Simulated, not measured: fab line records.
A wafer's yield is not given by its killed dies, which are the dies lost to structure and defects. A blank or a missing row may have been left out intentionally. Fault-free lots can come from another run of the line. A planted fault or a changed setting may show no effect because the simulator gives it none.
fab line records | flow sky130
record: lots: 14 | wafers: 40 | lastDay: 50
route steps=708 shown VT_ADJUST_HVTR@141 GATE_OXIDE@193 RES_PROTECT@215 PAD_OPEN@708
lots that met no fault: taken from a fault-free run of the same line
startH: the number of hours between the record's first day and the start of the first shown wafer of the lot | waitH: time in hours since the lot's previous step | " unchanged from the row above | L1.1+2: a single row standing in for several wafers | - no value, or no start given | * or withheld: withheld | < > ~ a bound
route shown NAME@n: names a module that has steps shown in the file, with the first one's number in the route | usual: average and standard deviation across the fault-free wafers | same: alike in all rows | chamber/n: place in a boat | sites: readings site by site | _std_site: standard deviation across them | _edge_site: mean of outer sites minus mean of inner sites | radiusMm: how far each site lies from the wafer's centre | mask NAME#n: copy n | behind: the tool/chamber that last shaped the wafer | hold: why the lot went on hold/how many hours it stayed there/how the hold came to an end | device: the transistor (n, p or np) that didn't switch | end of line: at the end of the route, the tests of the same wafers | step lacking rows: just its recipe | killed: dies lost to structure and defects at the first sort, not the wafer's yield | map: shows each die of a wafer: x if killed, . if not, _ if none is there
set.NAME: the setting as run; set.NAME@STEP: as run at that earlier step | model.NAME: the simulator's own value behind a step, which no gauge read
one table for each step of the route and one row for each wafer, over a sample of lots
services: when a tool's chamber went out of use (startH, in hours from the record's first day, below 0 if earlier), for how many hours, and the reason
== steps ==
step: SKY_VT_ADJUST_HVTR_STRIP_10
recipe: chemistry: O2/N2 | powerW: 1400 | pressureMtorr: 1500 | platenTempC: withheld | o2FlowSccm: 3000 | n2FlowSccm: 300 | overashFraction: 0.5
usual: drypumpMotorCurrentA: 5.8/0.46 | oesProductAu: 0.716/0.0042 | stripTimeToEndpointS: 14.18/0.036
same: overashFraction: 0.5
lot.wafer | tool           | chamber | startH | waitH | drypumpMotorCurrentA | oesProductAu | rfHoursCounterH | stripTimeToEndpointS
L315.3    | plasmaAsher-01 | 1       | 208.04 | 0.1   | 5.4                  | 0.718        | -               | 14.17
L315.4    | "              | 0       | "      | "     | 5.2                  | 0.722        | -               | 14.20
L315.5    | "              | 1       | "      | "     | 5.4                  | 0.716        | -               | 14.20
L317.1    | plasmaAsher-02 | 1       | 223.29 | 0.1   | 6.0                  | 0.718        | 56              | 14.25
L317.4    | "              | 0       | "      | "     | 5.9                  | 0.713        | -               | 14.22
L317.6    | "              | 1       | "      | "     | 6.0                  | 0.716        | -               | 14.23
L318.2    | plasmaAsher-03 | 0       | 233.60 | 0.1   | 6.5                  | 0.720        | 55              | 14.20
L318.4    | "              | 1       | "      | "     | 5.9                  | 0.713        | -               | 14.22
L318.6    | "              | 1       | "      | "     | 5.9                  | 0.715        | -               | 14.20
L319.2    | plasmaAsher-01 | 1       | 236.70 | 0.1   | 5.3                  | 0.715        | 12              | 14.22
L319.4    | "              | 1       | "      | "     | 5.4                  | 0.718        | -               | 14.21
L319.5    | "              | 1       | "      | "     | 5.4                  | 0.713        | -               | 14.24
L321.1    | plasmaAsher-03 | 1       | 254.66 | 0.1   | 5.9                  | 0.705        | 57              | 14.10
L321.2    | "              | 0       | "      | "     | 6.5                  | 0.714        | 57              | 14.14
L321.6    | "              | 1       | "      | "     | 5.9                  | 0.716        | -               | 14.11
L322.1    | plasmaAsher-03 | 1       | 262.75 | 0.1   | 5.9                  | 0.711        | 58              | 14.14
L322.4    | "              | 0       | "      | "     | 6.5                  | 0.713        | -               | 14.13
L322.6    | "              | 0       | "      | "     | 6.5                  | 0.715        | -               | 14.13
L324.1    | plasmaAsher-03 | 0       | 276.70 | 0.1   | 6.5                  | 0.721        | 59              | 14.20
L324.5    | "              | 1       | "      | "     | 5.9                  | 0.714        | -               | 14.18
L324.6    | "              | 0       | "      | "     | 6.5                  | 0.716        | -               | 14.19
L325.5    | plasmaAsher-01 | 0       | 280.01 | 0.1   | 5.2                  | 0.711        | -               | 14.17
L325.6    | "              | 1       | "      | "     | 5.3                  | 0.717        | -               | 14.18
L327.5    | plasmaAsher-03 | 0       | 305.18 | 0.1   | 6.5                  | 0.721        | -               | 14.13
L327.6    | "              | 1       | "      | "     | 5.9                  | 0.714        | -               | 14.17
L331.1    | plasmaAsher-03 | 0       | 330.66 | 0.1   | 6.5                  | 0.718        | 65              | 14.18
L331.2    | "              | 1       | "      | "     | 5.9                  | 0.717        | 65              | 14.18
L331.5    | "              | 0       | "      | "     | 6.5                  | 0.716        | -               | 14.15
L334.1    | plasmaAsher-03 | 0       | 353.99 | 0.1   | 6.5                  | 0.718        | 67              | 14.19
L334.2    | "              | 1       | "      | "     | 5.9                  | 0.713        | 67              | 14.20
L334.4    | "              | 0       | "      | "     | 6.5                  | 0.713        | -               | 14.21
L335.4    | plasmaAsher-01 | 0       | 364.14 | 0.1   | 5.3                  | 0.717        | -               | 14.21
L335.5    | "              | 1       | "      | "     | 5.3                  | 0.721        | -               | 14.21
L335.6    | "              | 0       | "      | "     | 5.2                  | 0.711        | -               | 14.21
L336.2    | plasmaAsher-02 | 0       | 371.49 | 0.1   | 5.9                  | 0.720        | 72              | 14.12
L336.4    | "              | 0       | "      | "     | 5.9                  | 0.718        | -               | 14.17
L336.6    | "              | 0       | "      | "     | 6.0                  | 0.718        | -               | 14.17
L337.1    | plasmaAsher-03 | 1       | 384.34 | 0.1   | 5.9                  | 0.716        | 68              | 14.16
L337.4    | "              | 0       | "      | "     | 6.5                  | 0.715        | -               | 14.11
L337.5    | "              | 1       | "      | "     | 5.8                  | 0.715        | -               | 14.13
step: SKY_GATE_OXIDE_SOFTBAKE_06
recipe: tempC: 90 | timeS: 60 | resist: NOVOLAK
usual: heaterPowerTotalW: 56.60/0.044 | runLengthS: 88.96/0.19
lot.wafer | tool          | chamber | startH | waitH | heaterPowerTotalW | runLengthS
L315.3    | lithoTrack-03 | 0       | 299.83 | 0.1   | 56.63             | 89.29
L315.4    | "             | 0       | "      | "     | 56.65             | 89.18
L315.5    | "             | 0       | "      | "     | 56.56             | 89.06
L317.1    | lithoTrack-03 | 0       | 317.93 | 0.1   | 56.62             | 88.95
L317.4    | "             | 0       | "      | "     | 56.62             | 89.28
L317.6    | "             | 0       | "      | "     | 56.53             | 89.16
L318.2    | lithoTrack-03 | 0       | 329.41 | 0.1   | 56.60             | 89.15
L318.4    | "             | 0       | "      | "     | 56.66             | 89.21
L318.6    | "             | 0       | "      | "     | 56.62             | 89.00
L319.2    | lithoTrack-01 | 0       | 332.48 | 0.1   | 56.69             | 88.81
L319.4    | "             | 0       | "      | "     | 56.62             | 88.59
L319.5    | "             | 0       | "      | "     | 56.61             | 88.64
L321.1    | lithoTrack-01 | 0       | 357.85 | 0.1   | 56.67             | 88.79
L321.2    | "             | 0       | "      | "     | 56.59             | 88.67
L321.6    | "             | 0       | "      | "     | 56.54             | 88.68
L322.1    | lithoTrack-03 | 0       | 360.98 | 0.1   | 56.62             | 89.18
L322.4    | "             | 0       | "      | "     | 56.60             | 88.99
L322.6    | "             | 0       | "      | "     | 56.64             | 89.01
L324.1    | lithoTrack-01 | 0       | 377.75 | 0.1   | 56.62             | 88.61
L324.5    | "             | 0       | "      | "     | 61.93             | 74.82
L324.6    | "             | 0       | "      | "     | 61.89             | 74.60
L325.5    | lithoTrack-01 | 0       | 382.50 | 0.1   | 61.95             | 74.62
L325.6    | "             | 0       | "      | "     | 62.07             | 74.63
L327.5    | lithoTrack-01 | 0       | 410.70 | 0.1   | 61.97             | 74.49
L327.6    | "             | 0       | "      | "     | 61.97             | 74.45
L331.1    | lithoTrack-02 | 0       | 440.39 | 0.1   | 56.69             | 89.15
L331.2    | "             | 0       | "      | "     | 56.59             | 89.16
L331.5    | "             | 0       | "      | "     | 56.51             | 89.10
L334.1    | lithoTrack-01 | 0       | 466.00 | 0.1   | 56.62             | 88.60
L334.2    | "             | 0       | "      | "     | 56.55             | 88.79
L334.4    | "             | 0       | "      | "     | 56.52             | 88.72
L335.4    | lithoTrack-02 | 0       | 474.41 | 0.1   | 56.57             | 88.94
L335.5    | "             | 0       | "      | "     | 56.63             | 89.01
L335.6    | "             | 0       | "      | "     | 56.57             | 88.93
L336.2    | lithoTrack-03 | 0       | 485.01 | 0.1   | 56.57             | 89.05
L336.4    | "             | 0       | "      | "     | 56.62             | 88.91
L336.6    | "             | 0       | "      | "     | 56.51             | 88.97
L337.1    | lithoTrack-03 | 0       | 496.33 | 0.1   | 56.60             | 88.94
L337.4    | "             | 0       | "      | "     | 56.53             | 89.18
L337.5    | "             | 0       | "      | "     | 56.66             | 89.04
step: SKY_GATE_OXIDE_OVL_MEAS_10
usual: GATE_OXIDE_OVL: 0.6/1.2
lot.wafer | tool       | chamber | startH | waitH | GATE_OXIDE_OVL[nm]
L315.3    | overlay-01 | -       | 312.40 | 0.1   | -1.8
L315.4    | "          | -       | "      | "     | -0.8
L315.5    | "          | -       | "      | "     | 1.2
L317.1    | overlay-02 | -       | 330.98 | 0.1   | 1.9
L317.4    | "          | -       | "      | "     | 0.3
L317.6    | "          | -       | "      | "     | 1.4
L318.2    | overlay-01 | -       | 342.34 | 0.1   | -0.3
L318.4    | "          | -       | "      | "     | -2.0
L318.6    | "          | -       | "      | "     | -2.0
L319.2    | overlay-02 | -       | 345.79 | 0.1   | 0.1
L319.4    | "          | -       | "      | "     | -0.4
L319.5    | "          | -       | "      | "     | -0.4
L321.1    | overlay-02 | -       | 371.55 | 0.1   | 0.5
L321.2    | "          | -       | "      | "     | -0.8
L321.6    | "          | -       | "      | "     | 2.4
L322.1    | overlay-02 | -       | 375.08 | 0.1   | 0.1
L322.4    | "          | -       | "      | "     | 0.1
L322.6    | "          | -       | "      | "     | 2.1
L324.1    | overlay-02 | -       | 391.83 | 0.1   | 0.5
L324.5    | "          | -       | "      | "     | 0.6
L324.6    | "          | -       | "      | "     | 0.4
L325.5    | overlay-01 | -       | 397.01 | 0.0   | -1.9
L325.6    | "          | -       | "      | "     | -1.8
L327.5    | overlay-02 | -       | 425.38 | 0.0   | 1.3
L327.6    | "          | -       | "      | "     | 0.9
L331.1    | overlay-01 | -       | 455.43 | 0.1   | 1.9
L331.2    | "          | -       | "      | "     | -0.9
L331.5    | "          | -       | "      | "     | 0.3
L334.1    | overlay-01 | -       | 481.39 | 0.1   | -0.2
L334.2    | "          | -       | "      | "     | 0.7
L334.4    | "          | -       | "      | "     | 0.4
L335.4    | overlay-02 | -       | 489.31 | 0.1   | 2.1
L335.5    | "          | -       | "      | "     | 1.5
L335.6    | "          | -       | "      | "     | 1.7
L336.2    | overlay-01 | -       | 500.69 | 0.1   | 1.9
L336.4    | "          | -       | "      | "     | 1.6
L336.6    | "          | -       | "      | "     | 3.0
L337.1    | overlay-02 | -       | 512.28 | 0.1   | 0.5
L337.4    | "          | -       | "      | "     | 0.4
L337.5    | "          | -       | "      | "     | 2.5
step: SKY_RES_PROTECT_TW_MEAS_08
usual: POLY_GATE_TW: 4083/28
lot.wafer | tool         | chamber | startH | waitH | POLY_GATE_TW
L315.3    | filmMetro-03 | -       | 345.45 | 0.1   | 4128
L315.4    | "            | -       | "      | "     | 4118
L315.5    | "            | -       | "      | "     | 4137
L317.1    | filmMetro-04 | -       | 362.63 | 0.1   | 4053
L317.4    | "            | -       | "      | "     | 4055
L317.6    | "            | -       | "      | "     | 4056
L318.2    | filmMetro-03 | -       | 374.39 | 0.1   | 4085
L318.4    | "            | -       | "      | "     | 4113
L318.6    | "            | -       | "      | "     | 4102
L319.2    | filmMetro-03 | -       | 379.09 | 0.1   | 4106
L319.4    | "            | -       | "      | "     | 4082
L319.5    | "            | -       | "      | "     | 4067
L321.1    | filmMetro-04 | -       | 403.89 | 0.1   | 4058
L321.2    | "            | -       | "      | "     | 4090
L321.6    | "            | -       | "      | "     | 4053
L322.1    | filmMetro-03 | -       | 408.03 | 0.1   | 4096
L322.4    | "            | -       | "      | "     | 4120
L322.6    | "            | -       | "      | "     | 4101
L324.1    | filmMetro-04 | -       | 425.73 | 0.1   | 4065
L324.5    | "            | -       | "      | "     | 4065
L324.6    | "            | -       | "      | "     | 4052
L325.5    | filmMetro-04 | -       | 431.64 | 0.0   | 4063
L325.6    | "            | -       | "      | "     | 4041
L327.5    | filmMetro-04 | -       | 460.44 | 0.0   | 4049
L327.6    | "            | -       | "      | "     | 4036
L331.1    | filmMetro-01 | -       | 489.20 | 0.1   | 4090
L331.2    | "            | -       | "      | "     | 4083
L331.5    | "            | -       | "      | "     | 4084
L334.1    | filmMetro-01 | -       | 515.15 | 0.1   | 4077
L334.2    | "            | -       | "      | "     | 4053
L334.4    | "            | -       | "      | "     | 4045
L335.4    | filmMetro-01 | -       | 522.88 | 0.1   | 4074
L335.5    | "            | -       | "      | "     | 4106
L335.6    | "            | -       | "      | "     | 4080
L336.2    | filmMetro-01 | -       | 534.29 | 0.1   | 4081
L336.4    | "            | -       | "      | "     | 4084
L336.6    | "            | -       | "      | "     | 4074
L337.1    | filmMetro-01 | -       | 546.03 | 0.1   | 4083
L337.4    | "            | -       | "      | "     | 4088
L337.5    | "            | -       | "      | "     | 4071
step: SKY_PAD_OPEN_PROBE_99
usual: killed_at_M0_to_M3: 44/7 | killed_at_M4_up: 3.2/1.8 | killedAtContacts: 24/5.1 | killedAtFrontEnd: 15/4.3 | killedAtOther: 0.3/0.5 | killedDies: 86/9.6 | killedOpen: 48/7.1 | killedShort: 38/6.7
same: grossDies: 492 | killedAtBackSide: 0
lot.wafer | tool      | chamber | startH  | waitH | killed_at_M0_to_M3 | killed_at_M4_up | killedAtContacts | killedAtFrontEnd | killedAtOther | killedDies | killedOpen | killedShort
L315.3    | prober-02 | -       | 1078.02 | 0.2   | 47                 | 3               | 22               | 19               | 0             | 91         | 55         | 36
L315.4    | prober-02 | -       | 1078.07 | 0.2   | 36                 | 2               | 21               | 12               | 0             | 71         | 39         | 32
L315.5    | prober-02 | -       | 1078.12 | 0.2   | 41                 | 2               | 25               | 13               | 0             | 81         | 39         | 42
L322.1    | prober-01 | -       | 1124.26 | 0.1   | 46                 | 3               | 26               | 16               | 1             | 92         | 52         | 40
L322.4    | prober-01 | -       | 1124.41 | 0.2   | 44                 | 5               | 16               | 22               | 0             | 87         | 44         | 43
L322.6    | prober-01 | -       | 1124.51 | 0.2   | 42                 | 4               | 21               | 10               | 0             | 77         | 47         | 30
L325.5    | prober-02 | -       | 1137.50 | 0.2   | 39                 | 2               | 23               | 16               | 0             | 80         | 46         | 34
L325.6    | prober-02 | -       | 1137.55 | 0.2   | 40                 | 2               | 19               | 9                | 1             | 71         | 41         | 30
killed by level:class
L315.3 VIA1:geometricParticle:open=12 POLY_GATE:geometricParticle:open=8 CONTACT:geometricParticle:open=8 VIA2:geometricParticle:open=7 METAL1:geometricParticle:short=6 VIA3:geometricParticle:open=5 CONTACT:geometricParticle:short=5 METAL2:geometricParticle:short=5
L315.4 VIA2:geometricParticle:open=8 LI_CONTACT:geometricParticle:open=7 CONTACT:geometricParticle:open=7 METAL2:geometricParticle:short=6 FIELD_ISO:geometricParticle:open=4 POLY_CUT:geometricParticle:short=4 METAL1:geometricParticle:short=4 VIA1:geometricParticle:short=4
L315.5 METAL2:geometricParticle:short=11 VIA1:geometricParticle:open=11 CONTACT:geometricParticle:open=9 LOCAL_INTERCONNECT:geometricParticle:short=7 CONTACT:geometricParticle:short=5 VIA1:geometricParticle:short=4 VIA2:geometricParticle:open=4 LI_CONTACT:geometricParticle:open=3
L322.1 VIA1:geometricParticle:open=14 CONTACT:geometricParticle:open=10 VIA2:geometricParticle:open=7 FIELD_ISO:geometricParticle:short=6 VIA3:geometricParticle:open=6 POLY_GATE:geometricParticle:open=5 LI_CONTACT:geometricParticle:open=5 LI_CONTACT:geometricParticle:short=4
L322.4 VIA1:geometricParticle:open=11 POLY_GATE:geometricParticle:short=9 CONTACT:geometricParticle:open=7 VIA3:geometricParticle:open=7 FIELD_ISO:geometricParticle:short=5 LI_CONTACT:geometricParticle:open=5 METAL1:geometricParticle:short=5 VIA1:geometricParticle:short=5
L322.6 VIA1:geometricParticle:open=12 CONTACT:geometricParticle:open=11 VIA2:geometricParticle:open=7 CONTACT:geometricParticle:short=6 METAL1:geometricParticle:short=5 VIA3:geometricParticle:short=5 METAL2:geometricParticle:short=4 FIELD_ISO:geometricParticle:open=3
L325.5 VIA3:geometricParticle:open=8 CONTACT:geometricParticle:open=8 VIA1:geometricParticle:open=8 LI_CONTACT:geometricParticle:open=7 METAL1:geometricParticle:short=6 VIA2:geometricParticle:short=5 METAL2:geometricParticle:short=5 FIELD_ISO:geometricParticle:open=4
L325.6 CONTACT:geometricParticle:open=11 VIA1:geometricParticle:open=9 METAL2:geometricParticle:short=7 VIA3:geometricParticle:open=7 LI_CONTACT:geometricParticle:open=5 VIA2:geometricParticle:short=4 FIELD_ISO:geometricParticle:short=3 VIA3:geometricParticle:short=3
== services ==
tool           | chamber | startH | hours | kind
plasmaAsher-03 | -       | 191.77 | 4.0   | repair
plasmaAsher-01 | -       | 289.07 | 0.7   | repair
plasmaAsher-03 | -       | 343.24 | 7.3   | repair
plasmaAsher-03 | -       | 359.95 | 14.6  | pm
plasmaAsher-01 | -       | 369.56 | 6.1   | repair
plasmaAsher-02 | -       | 384.97 | 1.9   | repair
lithoTrack-03  | -       | 401.62 | -     | consumableReplace:filter
plasmaAsher-02 | -       | 421.25 | 9.0   | pm
plasmaAsher-02 | 0       | 421.25 | 9.0   | ventCycle
plasmaAsher-02 | 1       | 421.25 | 9.0   | ventCycle
plasmaAsher-02 | 0       | 430.25 | -     | clean
plasmaAsher-02 | 1       | 430.25 | -     | clean
plasmaAsher-02 | -       | 445.38 | 0.4   | repair
plasmaAsher-01 | -       | 449.89 | 7.3   | repair
plasmaAsher-01 | -       | 474.82 | 15.6  | pm
== key ==
firstSign: step: SKY_GATE_OXIDE_SOFTBAKE_06 | reading: heaterPowerTotalW | direction: up | sigmas: 99+ | usual: * | struck: *
effect: step: SKY_GATE_OXIDE_SOFTBAKE_06 | reading: runLengthS | direction: down | sigmas: 75 | usual: * | struck: *
metAt SKY_GATE_OXIDE_SOFTBAKE_06
struckLots L324,L325,L327
struckWafers L324.5,L324.6,L325.5,L325.6,L327.5,L327.6
testerLeftOut L324,L325,L327
notActingAt SKY_VT_ADJUST_HVTR_STRIP_10,SKY_GATE_OXIDE_OVL_MEAS_10,SKY_RES_PROTECT_TW_MEAS_08
onsetBetween 357.85 377.75
fault: kind: processParameterDrift | tool: lithoTrack-01 | chamber: - | onsetH: 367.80 | steps: SKY_GATE_OXIDE_SOFTBAKE_06 | channel: timeS | offset: * | shape: step | endH: 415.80 | scope: struckWafersOnly | actsIn: * | stated: *
testerLeftOut: of these lots the tester's yield and bins aren't shown, on N5 and GAA mostly nor the transistor test; their killed dies are dies lost to structure and defects alone, not to doping, threshold or leakage, so they don't give the yield
